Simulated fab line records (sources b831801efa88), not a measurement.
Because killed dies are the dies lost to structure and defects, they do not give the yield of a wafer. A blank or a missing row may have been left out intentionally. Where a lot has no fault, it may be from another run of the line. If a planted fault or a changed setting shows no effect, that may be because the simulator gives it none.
Which tool was responsible? || flow gf180mcu || 6 lots, 18 wafers sampled, at 3 steps of a route of 602

WHAT THE GAUGES SHOWED, per wafer
GF_V5_BOW_MEAS_05.
{"lot": "L341", "measured": "day 26 20:10", "on": "filmMetro-04", "V5_BOW (um)": "143 135 125"}
{"lot": "L343", "measured": "day 27 06:31", "on": "filmMetro-04", "V5_BOW (um)": "141 150 149"}
{"lot": "L345", "measured": "day 28 11:16", "on": "filmMetro-03", "V5_BOW (um)": "147 140 137"}
{"lot": "L354", "measured": "day 31 07:25", "on": "filmMetro-02", "V5_BOW (um)": "150 147 132"}
{"lot": "L358", "measured": "day 31 20:44", "on": "filmMetro-02", "V5_BOW (um)": "132 132 132"}
{"lot": "L360", "measured": "day 32 19:35", "on": "filmMetro-03", "V5_BOW (um)": "146 144 130"}

EACH LOT AND THE TOOL THAT RAN IT (in order: tool; ch and the chambers of the sampled wafers; start)
{"lot": "L341", "GF_STI_CVD_03": "lpcvd-01 ch 0, day 1 22:23", "GF_V5_CVD_02": "pecvd-04 ch 0,2, day 26 19:40"}
{"lot": "L343", "GF_STI_CVD_03": "lpcvd-02 ch 1, day 2 10:46", "GF_V5_CVD_02": "pecvd-03 ch 0,1, day 27 06:01"}
{"lot": "L345", "GF_STI_CVD_03": "lpcvd-01 ch 1, day 2 19:03", "GF_V5_CVD_02": "pecvd-04 ch 1,2, day 28 10:48"}
{"lot": "L354", "GF_STI_CVD_03": "lpcvd-01 ch 0, day 4 15:54", "GF_V5_CVD_02": "pecvd-01 ch 0,1,2, day 31 06:58"}
{"lot": "L358", "GF_STI_CVD_03": "lpcvd-01 ch 1, day 5 12:25", "GF_V5_CVD_02": "pecvd-01 ch 1,2, day 31 20:17"}
{"lot": "L360", "GF_STI_CVD_03": "lpcvd-01 ch 1, day 5 22:07", "GF_V5_CVD_02": "pecvd-03 ch 0,2, day 32 19:04"}
- GF_STI_CVD_03: deposits Si3N4 from DCS/NH3, target thk 207.16 nm, time 3551 s.
- GF_V5_CVD_02: deposits SiO2 from TEOS, target thk 1450 nm, time 163.28 s.

THE ANSWER, worked out from the rows above alone
Rule: usual is defined by the lots themselves. The widest of any qualifying gaps counts: lots, ordered by their means at a reading, are off when they make up no more than a third of the lots, leave a main group of 4 or more, and stand apart from it by 3 or more times the standard deviation of that group's means. Not used: any main group whose means are identical at the precision the tables above print for the reading. A lot without any number at a reading at which 4 lots or more have one is off too. The other lots that the step has rows for count as sound.
Across all readings shown, no lot is off: no conclusion can be drawn from this.

WHAT THE SIMULATOR HAD INSERTED
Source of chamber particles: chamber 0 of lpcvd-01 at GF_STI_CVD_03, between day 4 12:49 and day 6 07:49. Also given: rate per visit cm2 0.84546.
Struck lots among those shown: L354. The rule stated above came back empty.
